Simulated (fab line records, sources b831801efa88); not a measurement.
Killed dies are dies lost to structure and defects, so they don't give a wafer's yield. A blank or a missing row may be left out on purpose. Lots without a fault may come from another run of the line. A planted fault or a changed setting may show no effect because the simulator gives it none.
Which tool did it? | flow sky130 | 13 lots, 39 wafers sampled, at 6 steps of a route of 708

WHAT THE GAUGES READ, wafer by wafer
SKY_SD_N_TW_MEAS_12. Usual: SD_N_TW 3979, standard deviation 31.
lot  | measured     | on            | SD_N_TW        | flag
L556 | day 28 00:43 | film_metro-02 | 3929 3924 3941 |
L557 | day 28 10:40 | film_metro-01 | 4023 4013 4011 |
L558 | day 28 17:13 | film_metro-02 | 3971 3940 3951 |
L559 | day 29 05:04 | film_metro-02 | 3968 3960 3951 |
L561 | day 29 20:23 | film_metro-01 | 3936 3966 3951 |
L562 | day 29 22:34 | film_metro-02 | 3986 3966 3983 |
L565 | day 31 02:17 | film_metro-02 | 3955 3986 3949 |
L566 | day 31 05:11 | film_metro-03 | 3987 3997 3979 |
L567 | day 31 15:01 | film_metro-02 | 3940 3939 3958 |
L571 | day 33 15:35 | film_metro-01 | 3932 3955 3959 |
L570 | day 33 17:10 | film_metro-02 | 3969 3971 3949 |
L573 | day 33 18:07 | film_metro-01 | 482 492 493    | OFF
L579 | day 35 14:49 | film_metro-02 | 3963 3996 3984 |

SKY_SD_N_RS_MEAS_18: measures by four-point-probe. Usual: RES_XHIGH_RS 333.3 ohm/sq, standard deviation 1.1.
lot  | measured     | on            | RES_XHIGH_RS (ohm/sq) | flag
L556 | day 28 01:14 | film_metro-03 | 333.1 333.2 332.7     |
L557 | day 28 11:11 | film_metro-02 | 333.4 333.4 333.7     |
L558 | day 28 17:44 | film_metro-01 | 332.8 332.4 331.8     |
L559 | day 29 05:35 | film_metro-02 | 333.2 333.6 333.2     |
L561 | day 29 20:56 | film_metro-03 | 332.8 332.5 334.0     |
L562 | day 29 23:07 | film_metro-01 | 332.5 332.9 331.3     |
L565 | day 31 02:49 | film_metro-02 | 335.4 333.0 334.3     |
L566 | day 31 05:45 | film_metro-01 | 332.1 332.0 331.4     |
L567 | day 31 15:34 | film_metro-03 | 334.1 332.4 332.9     |
L571 | day 33 16:07 | film_metro-03 | 335.6 335.3 335.8     |
L570 | day 33 17:41 | film_metro-01 | 333.3 334.3 333.0     |
L573 | day 33 18:38 | film_metro-01 | 332.0 333.7 333.4     |
L579 | day 35 15:20 | film_metro-03 | 334.3 334.8 334.2     |

SKY_LI_CONTACT_OVL_MEAS_13. Usual: LI_CONTACT_OVL -1 nm, standard deviation 5.2.
lot  | measured     | on         | LI_CONTACT_OVL (nm) | flag
L556 | day 29 04:29 | overlay-02 | 3 2 4               |
L557 | day 29 14:02 | overlay-01 | -5 -8 -4            |
L558 | day 29 22:35 | overlay-02 | 4 1 5               |
L559 | day 30 11:23 | overlay-02 | -11 -9 -4           |
L561 | day 31 01:58 | overlay-02 | 4 4 -2              |
L562 | day 31 03:22 | overlay-01 | -1 3 3              |
L565 | day 32 06:35 | overlay-01 | 1 7 9               |
L566 | day 32 13:14 | overlay-02 | 8 12 12             |
L567 | day 32 19:17 | overlay-01 | -1 -10 -11          |
L571 | day 34 19:41 | overlay-02 | 3 0 7               |
L570 | day 34 20:23 | overlay-01 | 2 0 8               |
L573 | day 34 21:46 | overlay-01 | -4 1 -4             |
L579 | day 36 18:26 | overlay-01 | -8 -5 -10           |

WHICH TOOL RAN EACH LOT (tool, then ch and the chambers of the sampled wafers, then the start)
lot  | SKY_POLY_CUT_STRIP_12                | SKY_RES_XHIGH_STRIP_08               | SKY_SD_N_STRIP_11
L556 | plasma_asher-01 ch 0,1, day 24 08:48 | plasma_asher-02 ch 0,1, day 26 20:01 | plasma_asher-01 ch 0,1, day 28 00:37
L557 | plasma_asher-01 ch 0,1, day 24 17:10 | plasma_asher-02 ch 0,1, day 27 05:13 | plasma_asher-02 ch 0,1, day 28 10:34
L558 | plasma_asher-01 ch 0,1, day 25 02:03 | plasma_asher-02 ch 1, day 27 12:50   | plasma_asher-01 ch 0,1, day 28 17:07
L559 | plasma_asher-04 ch 0,1, day 25 16:07 | plasma_asher-01 ch 0,1, day 28 02:11 | plasma_asher-02 ch 0,1, day 29 04:58
L561 | plasma_asher-04 ch 0,1, day 26 07:23 | plasma_asher-02 ch 0,1, day 28 16:29 | plasma_asher-01 ch 0,1, day 29 20:17
L562 | plasma_asher-04 ch 0,1, day 26 09:21 | plasma_asher-02 ch 0,1, day 28 17:55 | plasma_asher-01 ch 0,1, day 29 22:28
L565 | plasma_asher-01 ch 0,1, day 27 14:36 | plasma_asher-03 ch 0,1, day 29 22:29 | plasma_asher-02 ch 0,1, day 31 02:10
L566 | plasma_asher-01 ch 0,1, day 27 17:25 | plasma_asher-01 ch 0,1, day 30 00:29 | plasma_asher-01 ch 0,1, day 31 05:06
L567 | plasma_asher-03 ch 0,1, day 28 03:57 | plasma_asher-01 ch 0,1, day 30 11:10 | plasma_asher-02 ch 0, day 31 14:55
L571 | plasma_asher-03 ch 0,1, day 30 05:42 | plasma_asher-02 ch 0,1, day 32 12:58 | plasma_asher-02 ch 1, day 33 15:28
L570 | plasma_asher-03 ch 0,1, day 30 06:09 | plasma_asher-02 ch 0,1, day 32 14:17 | plasma_asher-01 ch 0,1, day 33 17:04
L573 | plasma_asher-04 ch 0,1, day 30 06:30 | plasma_asher-02 ch 0,1, day 32 14:56 | plasma_asher-01 ch 0,1, day 33 18:01
L579 | plasma_asher-01 ch 0,1, day 32 04:59 | plasma_asher-03 ch 0,1, day 34 11:17 | plasma_asher-01 ch 0,1, day 35 14:43
- SKY_POLY_CUT_STRIP_12: strips in O2/N2.
- SKY_RES_XHIGH_STRIP_08: strips in O2/N2.
- SKY_SD_N_STRIP_11: strips in O2/N2.

WHAT THE TOOLS THEMSELVES READ (means of the sampled wafers that have a number; where no wafer has one, the mark that the record gives instead)
SKY_POLY_CUT_STRIP_12. Usual: drypump_motor_current_A 5.6 A, standard deviation 0.31; oes_product_au 0.452 a.u., standard deviation 0.0046; strip_time_to_endpoint_s 5.355 s, standard deviation 0.019.
lot  | tool            | drypump_motor_current_A (A) | oes_product_au (a.u.) | strip_time_to_endpoint_s (s) | flag
L556 | plasma_asher-01 | 5.7                         | 0.455                 | 5.348                        |
L557 | plasma_asher-01 | 5.7                         | 0.454                 | 5.343                        |
L558 | plasma_asher-01 | 5.7                         | 0.451                 | 5.358                        |
L559 | plasma_asher-04 | 5.7                         | 0.452                 | 5.339                        |
L561 | plasma_asher-04 | 5.6                         | 0.454                 | 5.373                        |
L562 | plasma_asher-04 | 5.9                         | 0.453                 | 5.386                        |
L565 | plasma_asher-01 | 5.7                         | 0.453                 | 5.336                        |
L566 | plasma_asher-01 | 5.7                         | 0.452                 | 5.366                        |
L567 | plasma_asher-03 | 5.7                         | 0.452                 | 5.345                        |
L571 | plasma_asher-03 | 5.7                         | 0.451                 | 5.361                        |
L570 | plasma_asher-03 | 5.7                         | 0.449                 | 5.345                        |
L573 | plasma_asher-04 | 5.6                         | 0.451                 | 5.358                        |
L579 | plasma_asher-01 | 5.7                         | 0.452                 | 5.352                        |

SKY_RES_XHIGH_STRIP_08. Usual: drypump_motor_current_A 5.9 A, standard deviation 0.52; oes_product_au 0.710 a.u., standard deviation 0.0043; strip_time_to_endpoint_s 14.30 s, standard deviation 0.051.
lot  | tool            | drypump_motor_current_A (A) | oes_product_au (a.u.) | strip_time_to_endpoint_s (s) | flag
L556 | plasma_asher-02 | 6.5                         | 0.714                 | 14.24                        |
L557 | plasma_asher-02 | 6.1                         | 0.705                 | 14.28                        |
L558 | plasma_asher-02 | 5.8                         | 0.711                 | 14.32                        |
L559 | plasma_asher-01 | 5.7                         | 0.712                 | 14.32                        |
L561 | plasma_asher-02 | 6.5                         | 0.710                 | 14.34                        |
L562 | plasma_asher-02 | 6.1                         | 0.710                 | 14.31                        |
L565 | plasma_asher-03 | 5.7                         | 0.712                 | 14.25                        |
L566 | plasma_asher-01 | 5.7                         | 0.714                 | 14.35                        |
L567 | plasma_asher-01 | 5.4                         | 0.711                 | 14.35                        |
L571 | plasma_asher-02 | 6.1                         | 0.711                 | 14.28                        |
L570 | plasma_asher-02 | 6.5                         | 0.709                 | 14.35                        |
L573 | plasma_asher-02 | 6.1                         | 0.945                 | -                            | OFF
L579 | plasma_asher-03 | 5.7                         | 0.710                 | 14.34                        |

SKY_SD_N_STRIP_11. Usual: drypump_motor_current_A 5.9 A, standard deviation 0.55; oes_product_au 0.528 a.u., standard deviation 0.0045; strip_time_to_endpoint_s 22.55 s, standard deviation 0.048.
lot  | tool            | drypump_motor_current_A (A) | oes_product_au (a.u.) | strip_time_to_endpoint_s (s) | flag
L556 | plasma_asher-01 | 5.4                         | 0.528                 | 22.55                        |
L557 | plasma_asher-02 | 6.5                         | 0.531                 | 22.55                        |
L558 | plasma_asher-01 | 5.7                         | 0.529                 | 22.52                        |
L559 | plasma_asher-02 | 6.5                         | 0.528                 | 22.50                        |
L561 | plasma_asher-01 | 5.7                         | 0.524                 | 22.50                        |
L562 | plasma_asher-01 | 5.7                         | 0.528                 | 22.54                        |
L565 | plasma_asher-02 | 6.4                         | 0.530                 | 22.57                        |
L566 | plasma_asher-01 | 5.4                         | 0.531                 | 22.49                        |
L567 | plasma_asher-02 | 6.8                         | 0.529                 | 22.55                        |
L571 | plasma_asher-02 | 5.8                         | 0.528                 | 22.59                        |
L570 | plasma_asher-01 | 5.4                         | 0.530                 | 22.59                        |
L573 | plasma_asher-01 | 5.4                         | 0.539                 | 24.25                        | OFF
L579 | plasma_asher-01 | 5.7                         | 0.529                 | 22.55                        |

THE ANSWER, worked out from the rows above alone
Rule: a lot is off if the mean of its wafers that have a number lies more than 3 standard deviations from the usual mean. A lot without any number at a reading at which 4 lots or more have one is off too. The other lots that the step has rows for count as sound. The gauges are gone through in route order, then the tools' own readings, and for those a lot's mean is taken as printed above. The first step at which some lot is off is used, and at that step the reading that is off furthest; a lot without a number counts as furthest.
Off: L573, at SKY_SD_N_TW_MEAS_12 (SD_N_TW).
A tool fits if, at a process step before that reading, it ran every lot that is off, and no sound lot after the first of them. The gauges at SKY_SD_N_TW_MEAS_12 aren't tried: what is off there is off at SKY_RES_XHIGH_STRIP_08 too, on other tools, and a gauge's error can't cause that. Can't be told from this: 2 tools fit, plasma_asher-04 at SKY_POLY_CUT_STRIP_12, plasma_asher-02 at SKY_RES_XHIGH_STRIP_08.

WHAT THE SIMULATOR HAD PUT IN
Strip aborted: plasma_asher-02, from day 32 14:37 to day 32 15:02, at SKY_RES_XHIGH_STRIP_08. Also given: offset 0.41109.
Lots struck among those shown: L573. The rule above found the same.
